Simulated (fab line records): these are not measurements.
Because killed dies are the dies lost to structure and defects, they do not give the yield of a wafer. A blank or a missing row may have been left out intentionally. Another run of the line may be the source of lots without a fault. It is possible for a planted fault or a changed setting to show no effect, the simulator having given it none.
The tool behind it: which one? || flow sky130 || 33 wafers from 11 lots sampled at 4 of the route's 708 steps

WHAT EACH GAUGE READ, for each wafer
SKY_CAPM_OVL_MEAS_12. Usual: CAPM_OVL -0.2 nm, standard deviation 1.6.
{"lot": "L772", "measured": "day 37 13:02", "on": "overlay-02", "CAPM_OVL (nm)": "0.4 0.2 2.8", "flag": ""}
{"lot": "L774", "measured": "day 38 05:32", "on": "overlay-02", "CAPM_OVL (nm)": "-0.1 -2.1 0.3", "flag": ""}
{"lot": "L777", "measured": "day 39 10:11", "on": "overlay-02", "CAPM_OVL (nm)": "-0.9 -0.2 -0.2", "flag": ""}
{"lot": "L779", "measured": "day 40 07:47", "on": "overlay-02", "CAPM_OVL (nm)": "3.3 2.1 3.2", "flag": ""}
{"lot": "L782", "measured": "day 40 18:12", "on": "overlay-01", "CAPM_OVL (nm)": "-2.5 -2.4 -2.9", "flag": ""}
{"lot": "L784", "measured": "day 41 11:12", "on": "overlay-01", "CAPM_OVL (nm)": "2.0 0.3 0.0", "flag": ""}
{"lot": "L788", "measured": "day 42 07:46", "on": "overlay-01", "CAPM_OVL (nm)": "-0.9 -1.8 0.9", "flag": ""}
{"lot": "L789", "measured": "day 42 13:17", "on": "overlay-01", "CAPM_OVL (nm)": "2.4 2.6 0.9", "flag": ""}
{"lot": "L790", "measured": "day 42 22:29", "on": "overlay-01", "CAPM_OVL (nm)": "-1.5 -1.6 0.5", "flag": ""}
{"lot": "L791", "measured": "day 43 04:32", "on": "overlay-02", "CAPM_OVL (nm)": "1.4 2.3 0.5", "flag": ""}
{"lot": "L795", "measured": "day 44 03:09", "on": "overlay-02", "CAPM_OVL (nm)": "0.1 -1.5 -0.6", "flag": ""}

SKY_VIA3_THK_MEAS_01. Usual: VIA3_HDPCVD_THK 1644 nm, standard deviation 23.
{"lot": "L772", "measured": "day 38 17:09", "on": "film metro-04", "VIA3_HDPCVD_THK (nm)": "1616 1641 1635", "flag": ""}
{"lot": "L774", "measured": "day 39 08:00", "on": "film metro-04", "VIA3_HDPCVD_THK (nm)": "1660 1642 1651", "flag": ""}
{"lot": "L777", "measured": "day 40 12:49", "on": "film metro-01", "VIA3_HDPCVD_THK (nm)": "1606 1629 1611", "flag": ""}
{"lot": "L779", "measured": "day 41 09:37", "on": "film metro-01", "VIA3_HDPCVD_THK (nm)": "1648 1644 1659", "flag": ""}
{"lot": "L782", "measured": "day 41 19:34", "on": "film metro-04", "VIA3_HDPCVD_THK (nm)": "1600 1637 1608", "flag": ""}
{"lot": "L784", "measured": "day 42 12:26", "on": "film metro-04", "VIA3_HDPCVD_THK (nm)": "1651 1641 1635", "flag": ""}
{"lot": "L788", "measured": "day 43 08:37", "on": "film metro-01", "VIA3_HDPCVD_THK (nm)": "1932 1977 1951", "flag": "OFF"}
{"lot": "L789", "measured": "day 43 14:38", "on": "film metro-04", "VIA3_HDPCVD_THK (nm)": "1979 1960 1966", "flag": "OFF"}
{"lot": "L790", "measured": "day 43 22:43", "on": "film metro-01", "VIA3_HDPCVD_THK (nm)": "1659 1652 1658", "flag": ""}
{"lot": "L791", "measured": "day 44 05:01", "on": "film metro-01", "VIA3_HDPCVD_THK (nm)": "1671 1624 1621", "flag": ""}
{"lot": "L795", "measured": "day 45 02:44", "on": "film metro-02", "VIA3_HDPCVD_THK (nm)": "1663 1627 1618", "flag": ""}

TOOL THAT RAN EACH LOT (tool first, then ch and the chambers of the sampled wafers, then the start)
{"lot": "L772", "SKY_METAL3_STRIP_19": "plasma asher-01 ch 0,1, day 38 16:18", "SKY_VIA3_HDPCVD_00": "hdpcvd-01 ch 1,2, day 38 16:59"}
{"lot": "L774", "SKY_METAL3_STRIP_19": "plasma asher-02 ch 0,1, day 39 07:13", "SKY_VIA3_HDPCVD_00": "hdpcvd-02 ch 0,1, day 39 07:50"}
{"lot": "L777", "SKY_METAL3_STRIP_19": "plasma asher-01 ch 1, day 40 12:02", "SKY_VIA3_HDPCVD_00": "hdpcvd-01 ch 1,2, day 40 12:38"}
{"lot": "L779", "SKY_METAL3_STRIP_19": "plasma asher-02 ch 0,1, day 41 08:52", "SKY_VIA3_HDPCVD_00": "hdpcvd-02 ch 0,1, day 41 09:25"}
{"lot": "L782", "SKY_METAL3_STRIP_19": "plasma asher-03 ch 0,1, day 41 18:48", "SKY_VIA3_HDPCVD_00": "hdpcvd-01 ch 0,2, day 41 19:23"}
{"lot": "L784", "SKY_METAL3_STRIP_19": "plasma asher-01 ch 0,1, day 42 11:40", "SKY_VIA3_HDPCVD_00": "hdpcvd-01 ch 0,2, day 42 12:15"}
{"lot": "L788", "SKY_METAL3_STRIP_19": "plasma asher-03 ch 0,1, day 43 07:49", "SKY_VIA3_HDPCVD_00": "hdpcvd-01 ch 0,1,2, day 43 08:26"}
{"lot": "L789", "SKY_METAL3_STRIP_19": "plasma asher-02 ch 0,1, day 43 13:50", "SKY_VIA3_HDPCVD_00": "hdpcvd-01 ch 0,2, day 43 14:28"}
{"lot": "L790", "SKY_METAL3_STRIP_19": "plasma asher-01 ch 0,1, day 43 21:58", "SKY_VIA3_HDPCVD_00": "hdpcvd-02 ch 0,1, day 43 22:33"}
{"lot": "L791", "SKY_METAL3_STRIP_19": "plasma asher-03 ch 0, day 44 04:15", "SKY_VIA3_HDPCVD_00": "hdpcvd-02 ch 0,1,2, day 44 04:50"}
{"lot": "L795", "SKY_METAL3_STRIP_19": "plasma asher-02 ch 1, day 45 01:58", "SKY_VIA3_HDPCVD_00": "hdpcvd-02 ch 0,2, day 45 02:33"}
- SKY_METAL3_STRIP_19: strips in O2/N2.
- SKY_VIA3_HDPCVD_00: deposits SiO2, target thk 1635 nm, time 272.5 s.

AS READ BY THE TOOLS THEMSELVES (means over the sampled wafers that have a number; for cases with no such wafer, the mark the record gives instead)
SKY_METAL3_STRIP_19. Usual: drypump motor current A 5.6 A, standard deviation 0.67; oes product au 0.504 a.u., standard deviation 0.0068; strip time to endpoint s 6.57 s, standard deviation 0.11.
{"lot": "L772", "tool": "plasma asher-01", "drypump motor current A (A)": 6.1, "oes product au (a.u.)": 0.507, "strip time to endpoint s (s)": 6.58, "flag": ""}
{"lot": "L774", "tool": "plasma asher-02", "drypump motor current A (A)": 5.2, "oes product au (a.u.)": 0.505, "strip time to endpoint s (s)": 6.56, "flag": ""}
{"lot": "L777", "tool": "plasma asher-01", "drypump motor current A (A)": 5.1, "oes product au (a.u.)": 0.505, "strip time to endpoint s (s)": 6.63, "flag": ""}
{"lot": "L779", "tool": "plasma asher-02", "drypump motor current A (A)": 5.2, "oes product au (a.u.)": 0.502, "strip time to endpoint s (s)": 6.59, "flag": ""}
{"lot": "L782", "tool": "plasma asher-03", "drypump motor current A (A)": 5.5, "oes product au (a.u.)": 0.503, "strip time to endpoint s (s)": 6.56, "flag": ""}
{"lot": "L784", "tool": "plasma asher-01", "drypump motor current A (A)": 6.1, "oes product au (a.u.)": 0.504, "strip time to endpoint s (s)": 6.61, "flag": ""}
{"lot": "L788", "tool": "plasma asher-03", "drypump motor current A (A)": 5.5, "oes product au (a.u.)": 0.508, "strip time to endpoint s (s)": 6.62, "flag": ""}
{"lot": "L789", "tool": "plasma asher-02", "drypump motor current A (A)": 5.2, "oes product au (a.u.)": 0.501, "strip time to endpoint s (s)": 6.58, "flag": ""}
{"lot": "L790", "tool": "plasma asher-01", "drypump motor current A (A)": 6.0, "oes product au (a.u.)": 0.507, "strip time to endpoint s (s)": 6.60, "flag": ""}
{"lot": "L791", "tool": "plasma asher-03", "drypump motor current A (A)": 5.4, "oes product au (a.u.)": 0.510, "strip time to endpoint s (s)": 6.67, "flag": ""}
{"lot": "L795", "tool": "plasma asher-02", "drypump motor current A (A)": 4.8, "oes product au (a.u.)": 0.506, "strip time to endpoint s (s)": 6.62, "flag": ""}

SKY_VIA3_HDPCVD_00. Usual: sih4 flow sccm at 60.01 sccm, with a standard deviation of 0.17.
{"lot": "L772", "tool": "hdpcvd-01", "sih4 flow sccm (sccm)": 60.01, "flag": ""}
{"lot": "L774", "tool": "hdpcvd-02", "sih4 flow sccm (sccm)": 59.97, "flag": ""}
{"lot": "L777", "tool": "hdpcvd-01", "sih4 flow sccm (sccm)": 60.10, "flag": ""}
{"lot": "L779", "tool": "hdpcvd-02", "sih4 flow sccm (sccm)": 60.00, "flag": ""}
{"lot": "L782", "tool": "hdpcvd-01", "sih4 flow sccm (sccm)": 60.12, "flag": ""}
{"lot": "L784", "tool": "hdpcvd-01", "sih4 flow sccm (sccm)": 60.08, "flag": ""}
{"lot": "L788", "tool": "hdpcvd-01", "sih4 flow sccm (sccm)": 71.88, "flag": "OFF"}
{"lot": "L789", "tool": "hdpcvd-01", "sih4 flow sccm (sccm)": 72.17, "flag": "OFF"}
{"lot": "L790", "tool": "hdpcvd-02", "sih4 flow sccm (sccm)": 60.01, "flag": ""}
{"lot": "L791", "tool": "hdpcvd-02", "sih4 flow sccm (sccm)": 60.11, "flag": ""}
{"lot": "L795", "tool": "hdpcvd-02", "sih4 flow sccm (sccm)": 60.15, "flag": ""}

THE ANSWER, worked out from the rows above alone
Rule: a lot is off if the mean of its wafers that have a number lies more than 3 standard deviations from the usual mean. Also off: a lot with no number at a reading for which 4 or more lots have one. Any other lot the step has rows for is counted as sound. The gauges are gone through in route order, then the tools' own readings, and for those a lot's mean is taken as printed above. At the first step where some lot is off, the reading lying furthest off is the one used; lots without a number count as furthest.
Off: L788, L789, seen at SKY_VIA3_THK_MEAS_01 (VIA3_HDPCVD_THK).
A tool fits if, at a process step before that reading, it ran every lot that is off, and no sound lot after the first of them. Not tried: the gauges at SKY_VIA3_THK_MEAS_01; whatever is off there is also off at SKY_VIA3_HDPCVD_00, on other tools, and gauge error can't account for it. One fits: SKY_VIA3_HDPCVD_00 on hdpcvd-01. A fault onset in the window from L784 (day 42 12:15, its last sound lot) to L788 (day 43 08:26, its first lot off) fits.
On the lots that are off, the tool's own readings at SKY_VIA3_HDPCVD_00 differ by more than 5 times the standard deviation of the sound lots' means, which bears it out; sih4 flow sccm reads 72.03 sccm there versus 60.06 sccm on the sound lots.

WHAT HAD BEEN PUT IN BY THE SIMULATOR
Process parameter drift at SKY_VIA3_HDPCVD_00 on hdpcvd-01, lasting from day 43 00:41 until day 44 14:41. The setting sih4 flow sccm was moved by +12, starting from 60. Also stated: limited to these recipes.
Lots struck among those shown: L788, L789. The same result came from the rule above.
